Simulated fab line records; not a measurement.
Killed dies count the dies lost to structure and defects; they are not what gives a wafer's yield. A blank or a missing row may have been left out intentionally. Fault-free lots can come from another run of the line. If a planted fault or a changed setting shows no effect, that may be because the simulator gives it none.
fab line records | flow gf180mcu | part 2 of 2: steps 36 to 46 of 46
[record] lots = 5 | wafers = 15 | lastDay = 34
route steps=602 shown VT_IMPLANT@99 MVSD@136 NWELL@137 LVPWELL@138 MVPSD@139 DUAL_GATE@141
lots untouched by any fault: they come from a run of this same line in which no faults occurred
startH: hours from the record's opening day to when the first of the lot's shown wafers began | waitH: hours from the lot's prior step to this one | " unchanged from the row above | L1.1+2: a row that stands for several wafers | - no value, or no start given | * or withheld: withheld | < > ~ a bound
route shown NAME@n: NAME is a module with steps in the file, n the number in the route of the first one | usual: mean and standard deviation over wafers with no fault | same: alike in all rows | chamber/n: place in a boat | sites: each site's reading | _std_site: standard deviation across them | _edge_site: outer sites' mean less inner sites' | radiusMm: for every site, how far away it sits from the centre of the wafer | mask NAME#n: copy n | behind: the most recent tool/chamber to have shaped the wafer | hold: what put the lot on hold/how long, in hours/how the hold closed | device: the transistor (n, p or np) that didn't switch | end of line: tests run on the same wafers once the route is complete | where a step has no rows: the recipe by itself | killed: dies lost to structure and defects at the first sort, not the wafer's yield | map: a wafer's dies, x killed, . not, _ none there
set.NAME: the setting the step ran with; set.NAME@STEP: the setting that earlier step ran with | model.NAME: the simulator's own value behind a step, which no gauge read
a table for each step, a row for each wafer; lots at some steps of the route
services: from which hour (startH, from the record's first day; less than 0 if before it) a tool's chamber was out of use, for how many hours, and why
[[steps]]
[step GF_VT_IMPLANT_CLEAN_44]
[recipe] chemistry = SC1/SC2 | mix = 1:4:20 | tempC = 70 | timeS = 150 | dry = n2Spin
lot.wafer  | tool        | chamber | startH | waitH
L075.1+2+5 | wetBench-03 | 0       | 164.51 | 0.1
L085.1+5+6 | wetBench-04 | 2       | 230.76 | 0.1
L091.1+3+4 | wetBench-04 | 0       | 273.36 | 0.1
L094.2+3+5 | wetBench-01 | 1       | 296.41 | 0.0
L097.1+4+5 | wetBench-01 | 0       | 320.86 | 0.1
[step GF_VT_IMPLANT_RTA_45]
[recipe] tempC = 1050 | timeS = 30 | ambient = N2
[usual] lampPowerPct = 32.4/2.4 | wafer_temp_C_max = 1054.7/1
lot.wafer | tool         | chamber | startH | waitH | lampPowerPct | wafer_temp_C_max
L075.1    | rtpAnneal-02 | 0       | 164.56 | 0.0   | 34.7         | 1054.8
L075.2    | "            | 0       | "      | "     | 34.6         | 1055.0
L075.5    | "            | 0       | "      | "     | 34.6         | 1054.5
L085.1    | rtpAnneal-02 | 0       | 230.81 | 0.0   | 34.6         | 1055.4
L085.5    | "            | 0       | "      | "     | 34.6         | 1054.0
L085.6    | "            | 0       | "      | "     | 34.6         | 1053.7
L091.1    | rtpAnneal-02 | 0       | 273.42 | 0.0   | 34.6         | 1053.9
L091.3    | "            | 0       | "      | "     | 34.7         | 1054.0
L091.4    | "            | 0       | "      | "     | 34.5         | 1055.3
L094.2    | rtpAnneal-02 | 0       | 296.48 | 0.0   | 34.6         | 1053.9
L094.3    | "            | 0       | "      | "     | 34.6         | 1053.6
L094.5    | "            | 0       | "      | "     | 34.6         | 1053.2
L097.1    | rtpAnneal-02 | 0       | 320.91 | 0.0   | 34.6         | 1052.6
L097.4    | "            | 0       | "      | "     | 34.7         | 1054.4
L097.5    | "            | 0       | "      | "     | 34.7         | 1054.6
[step GF_VT_IMPLANT_RS_MEAS_46]
[recipe] thkMeasGauge = four-point-probe
[usual] MVSD_RS = 456.7/1.2
lot.wafer | tool         | chamber | startH | waitH | MVSD_RS[ohm/sq]
L075.1    | filmMetro-01 | -       | 164.66 | 0.1   | 457.1
L075.2    | "            | -       | "      | "     | 456.1
L075.5    | "            | -       | "      | "     | 456.3
L085.1    | filmMetro-04 | -       | 230.91 | 0.1   | 455.1
L085.5    | "            | -       | "      | "     | 455.6
L085.6    | "            | -       | "      | "     | 455.9
L091.1    | filmMetro-01 | -       | 273.52 | 0.1   | 456.7
L091.3    | "            | -       | "      | "     | 455.9
L091.4    | "            | -       | "      | "     | 457.1
L094.2    | filmMetro-01 | -       | 296.58 | 0.1   | 455.9
L094.3    | "            | -       | "      | "     | 456.8
L094.5    | "            | -       | "      | "     | 457.9
L097.1    | filmMetro-04 | -       | 321.01 | 0.1   | 458.6
L097.4    | "            | -       | "      | "     | 457.6
L097.5    | "            | -       | "      | "     | 458.5
[step GF_VT_IMPLANT_RS_MEAS_47]
[recipe] thkMeasGauge = four-point-probe
[usual] NWELL_RS = 487.6/1.2
lot.wafer | tool         | chamber | startH | waitH | NWELL_RS[ohm/sq]
L075.1    | filmMetro-01 | -       | 164.78 | 0.1   | 487.6
L075.2    | "            | -       | "      | "     | 488.1
L075.5    | "            | -       | "      | "     | 488.0
L085.1    | filmMetro-04 | -       | 231.03 | 0.1   | 488.5
L085.5    | "            | -       | "      | "     | 487.4
L085.6    | "            | -       | "      | "     | 487.4
L091.1    | filmMetro-01 | -       | 273.64 | 0.1   | 487.2
L091.3    | "            | -       | "      | "     | 488.5
L091.4    | "            | -       | "      | "     | 489.3
L094.2    | filmMetro-01 | -       | 296.70 | 0.1   | 487.9
L094.3    | "            | -       | "      | "     | 486.2
L094.5    | "            | -       | "      | "     | 487.4
L097.1    | filmMetro-04 | -       | 321.13 | 0.1   | 489.1
L097.4    | "            | -       | "      | "     | 489.3
L097.5    | "            | -       | "      | "     | 488.4
[step GF_VT_IMPLANT_RS_MEAS_48]
[recipe] thkMeasGauge = four-point-probe
[usual] LVPWELL_RS = 1195.4/2.7
lot.wafer | tool         | chamber | startH | waitH | LVPWELL_RS[ohm/sq]
L075.1    | filmMetro-01 | -       | 164.90 | 0.1   | 1196.2
L075.2    | "            | -       | "      | "     | 1191.8
L075.5    | "            | -       | "      | "     | 1198.9
L085.1    | filmMetro-04 | -       | 231.15 | 0.1   | 1198.8
L085.5    | "            | -       | "      | "     | 1196.9
L085.6    | "            | -       | "      | "     | 1194.7
L091.1    | filmMetro-01 | -       | 273.76 | 0.1   | 1198.7
L091.3    | "            | -       | "      | "     | 1194.9
L091.4    | "            | -       | "      | "     | 1194.8
L094.2    | filmMetro-01 | -       | 296.82 | 0.1   | 1195.7
L094.3    | "            | -       | "      | "     | 1195.1
L094.5    | "            | -       | "      | "     | 1198.6
L097.1    | filmMetro-04 | -       | 321.25 | 0.1   | 1202.3
L097.4    | "            | -       | "      | "     | 1199.3
L097.5    | "            | -       | "      | "     | 1199.1
[step GF_VT_IMPLANT_RS_MEAS_49]
[recipe] thkMeasGauge = four-point-probe
[usual] MVPSD_RS = 1168/3.1
lot.wafer | tool         | chamber | startH | waitH | MVPSD_RS[ohm/sq]
L075.1    | filmMetro-01 | -       | 165.02 | 0.1   | 1168
L075.2    | "            | -       | "      | "     | 1171
L075.5    | "            | -       | "      | "     | 1168
L085.1    | filmMetro-04 | -       | 231.27 | 0.1   | 1169
L085.5    | "            | -       | "      | "     | 1168
L085.6    | "            | -       | "      | "     | 1173
L091.1    | filmMetro-01 | -       | 273.88 | 0.1   | 1166
L091.3    | "            | -       | "      | "     | 1168
L091.4    | "            | -       | "      | "     | 1165
L094.2    | filmMetro-01 | -       | 296.94 | 0.1   | 1168
L094.3    | "            | -       | "      | "     | 1169
L094.5    | "            | -       | "      | "     | 1169
L097.1    | filmMetro-04 | -       | 321.37 | 0.1   | 1168
L097.4    | "            | -       | "      | "     | 1170
L097.5    | "            | -       | "      | "     | 1169
[step GF_VT_IMPLANT_WET_ETCH_50]
[recipe] chemistry = dHF | targetDepthNm = 20 | target = SiO2 | tempC = 25 | dilution = 100:1 | timeS = 400
lot.wafer  | tool        | chamber | startH | waitH
L075.1+2+5 | wetBench-04 | 2       | 165.14 | 0.1
L085.1+5+6 | wetBench-04 | 2       | 231.39 | 0.1
L091.1+3+4 | wetBench-01 | 1       | 274.00 | 0.1
L094.2+3+5 | wetBench-01 | 2       | 297.04 | 0.1
L097.1+4+5 | wetBench-04 | 1       | 321.49 | 0.1
[step GF_DUAL_GATE_CLEAN_00]
[recipe] chemistry = SC1/SC2 | mix = 1:4:20 | tempC = 70 | timeS = 150
lot.wafer  | tool        | chamber | startH | waitH
L075.1+2+5 | wetBench-03 | 1       | 165.26 | 0.0
L085.1+5+6 | wetBench-04 | 2       | 231.51 | 0.0
L091.1+3+4 | wetBench-04 | 3       | 274.12 | 0.0
L094.2+3+5 | wetBench-04 | 2       | 297.16 | 0.0
L097.1+4+5 | wetBench-03 | 1       | 321.62 | 0.0
[step GF_DUAL_GATE_CLEAN_01]
[recipe] chemistry = dHF | timeS = 20 | dilution = 100:1 | dry = ipaMarangoni
lot.wafer  | tool        | chamber | startH | waitH
L075.1+2+5 | wetBench-03 | 3       | 165.31 | 0.0
L085.1+5+6 | wetBench-04 | 0       | 231.56 | 0.0
L091.1+3+4 | wetBench-01 | 2       | 274.18 | 0.0
L094.2+3+5 | wetBench-03 | 2       | 297.22 | 0.0
L097.1+4+5 | wetBench-04 | 2       | 321.67 | 0.0
[step GF_DUAL_GATE_OXIDATION_02]
[recipe] tempC = 900 | ambient = O2 | stabiliseS = 600 | purgeS = 300 | targetThkA = 108.87 | oxTimeS = 1602
[usual] spikeTcCentreC = 900.3/0.97
lot.wafer | tool       | chamber | startH | waitH | spikeTcCentreC
L075.1    | furnace-01 | 0       | 166.19 | 0.9   | 898.7
L075.2    | "          | 0       | "      | "     | 900.6
L075.5    | "          | 0       | "      | "     | 900.2
L085.1    | furnace-02 | 0       | 232.48 | 0.9   | 900.9
L085.5    | "          | 0       | "      | "     | 900.3
L085.6    | "          | 0       | "      | "     | 900.4
L091.1    | furnace-01 | 0       | 275.26 | 1.1   | 900.6
L091.3    | "          | 0       | "      | "     | 900.3
L091.4    | "          | 0       | "      | "     | 898.9
L094.2    | furnace-02 | 0       | 297.56 | 0.3   | 899.5
L094.3    | "          | 0       | "      | "     | 900.1
L094.5    | "          | 0       | "      | "     | 900.8
L097.1    | furnace-02 | 0       | 323.55 | 1.9   | 899.0
L097.4    | "          | 0       | "      | "     | 898.0
L097.5    | "          | 0       | "      | "     | 900.0
[step GF_DUAL_GATE_THK_MEAS_03]
[recipe] reads = SiO2_of_DUAL_GATE_OXIDATION_02
[usual] DUAL_GATE_OXIDATION_00_THK = 10.83/0.19
lot.wafer | tool         | chamber | startH | waitH | DUAL_GATE_OXIDATION_00_THK[nm]
L075.1    | filmMetro-03 | -       | 167.64 | 0.0   | 11.07
L075.2    | "            | -       | "      | "     | 10.92
L075.5    | "            | -       | "      | "     | 11.06
L085.1    | filmMetro-01 | -       | 233.92 | 0.0   | 10.79
L085.5    | "            | -       | "      | "     | 10.77
L085.6    | "            | -       | "      | "     | 10.63
L091.1    | filmMetro-03 | -       | 276.71 | 0.0   | 10.91
L091.3    | "            | -       | "      | "     | 11.02
L091.4    | "            | -       | "      | "     | 10.73
L094.2    | filmMetro-02 | -       | 299.02 | 0.0   | 11.31
L094.3    | "            | -       | "      | "     | 11.20
L094.5    | "            | -       | "      | "     | 11.31
L097.1    | filmMetro-01 | -       | 324.99 | 0.0   | 11.17
L097.4    | "            | -       | "      | "     | 11.09
L097.5    | "            | -       | "      | "     | 10.93
[[services]]
tool            | chamber | startH | hours | kind
implanter-01    | -       | 93.54  | 13.8  | pm
ilineStepper-01 | -       | 103.25 | 14.4  | repair
plasmaAsher-02  | -       | 108.75 | 9.0   | pm
implanter-01    | -       | 109.47 | 18.8  | repair
ilineStepper-02 | -       | 110.40 | 1.4   | repair
ilineStepper-01 | -       | 117.17 | 7.2   | repair
implanter-02    | -       | 135.56 | 3.5   | pm
implanter-02    | -       | 140.30 | 1.8   | repair
ilineStepper-02 | -       | 144.55 | 1.4   | repair
wetBench-01     | -       | 155.29 | 89.2  | repair
implanter-01    | -       | 160.57 | 6.9   | repair
wetBench-04     | -       | 172.83 | 7.5   | repair
implanter-02    | -       | 180.59 | 2.4   | repair
implanter-01    | -       | 186.92 | 4.6   | repair
implanter-04    | -       | 201.87 | 1.0   | repair
plasmaAsher-02  | -       | 206.04 | 25.1  | pm
implanter-04    | -       | 206.36 | 15.9  | pm
ilineStepper-01 | -       | 237.13 | 1.7   | pm
plasmaAsher-03  | -       | 259.53 | 2.5   | repair
implanter-02    | -       | 276.75 | 7.1   | repair
wetBench-03     | -       | 285.05 | 0.7   | repair
rtpAnneal-02    | -       | 287.65 | 0.8   | pm
wetBench-04     | -       | 304.27 | 1.2   | repair
implanter-01    | -       | 313.84 | 5.2   | repair
